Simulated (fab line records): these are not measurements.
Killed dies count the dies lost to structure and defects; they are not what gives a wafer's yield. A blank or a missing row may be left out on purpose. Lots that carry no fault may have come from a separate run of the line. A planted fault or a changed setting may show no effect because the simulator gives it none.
Chamber matching ; flow sky130 ; SKY_VIA4_CMP_02 on cmp-01: 4 sister chambers
The step polishes SiO2. 8 wafers are shown with their chamber, then 12 later ones without.

EACH WAFER AND ITS CHAMBER
wafer;chamber;motor_current_A (A);head_pressure_psi (psi)
L083.6;1;13.3;4.012
L085.2;3;12.2;4.014
L086.1;3;13.0;4.009
L086.3;0;12.2;4.014
L086.5;2;13.8;4.008
L088.1;0;12.8;4.009
L088.2;2;14.0;3.999
L088.3;1;13.6;4.000

WAFERS MISSING THEIR CHAMBER
wafer;motor_current_A (A);head_pressure_psi (psi)
L091.1;12.2;3.996
L091.2;13.8;3.993
L091.5;14.7;3.991
L093.1;12.4;4.006
L093.4;13.5;4.000
L093.5;12.5;3.994
L093.2;13.2;3.987
L093.3;11.7;4.005
L093.6;12.2;4.000
L095.1;12.3;3.991
L095.4;14.3;3.988
L095.5;12.0;4.003

WHICH CHAMBER EACH WENT THROUGH
wafer;from the rows above;in truth
L091.1;can't be placed: 0 or 3 or 1 or 2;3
L091.2;can't be placed: 2 or 1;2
L091.5;can't be placed: 2 or 1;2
L093.1;can't be placed: 0 or 3 or 1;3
L093.4;can't be placed: 1 or 2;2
L093.5;can't be placed: 0 or 3 or 1 or 2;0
L093.2;can't be placed: 1 or 2 or 3 or 0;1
L093.3;can't be placed: 0 or 3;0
L093.6;can't be placed: 0 or 3 or 1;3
L095.1;can't be placed: 0 or 3 or 1 or 2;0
L095.4;can't be placed: 2 or 1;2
L095.5;can't be placed: 0 or 3 or 1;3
Placed correctly: 0 of 12. These rows do not allow placing 12 (true chamber among the candidates in 12). Placed wrongly: 0.
How it was worked out, from the rows above alone: a wafer's distance from a chamber is the root of the sum, over the readings, of the square of ((its reading less the chamber's mean) divided by the reading's scatter). The wafer belongs to the nearest chamber; if the next one is less than 2 further off, it can't be placed. For every chamber, the mean is computed from those of its wafers that are shown. The scatter: take each reading less its chamber's mean, square it, sum over the shown wafers, divide by the number of wafers less the number of chambers, and take the root.
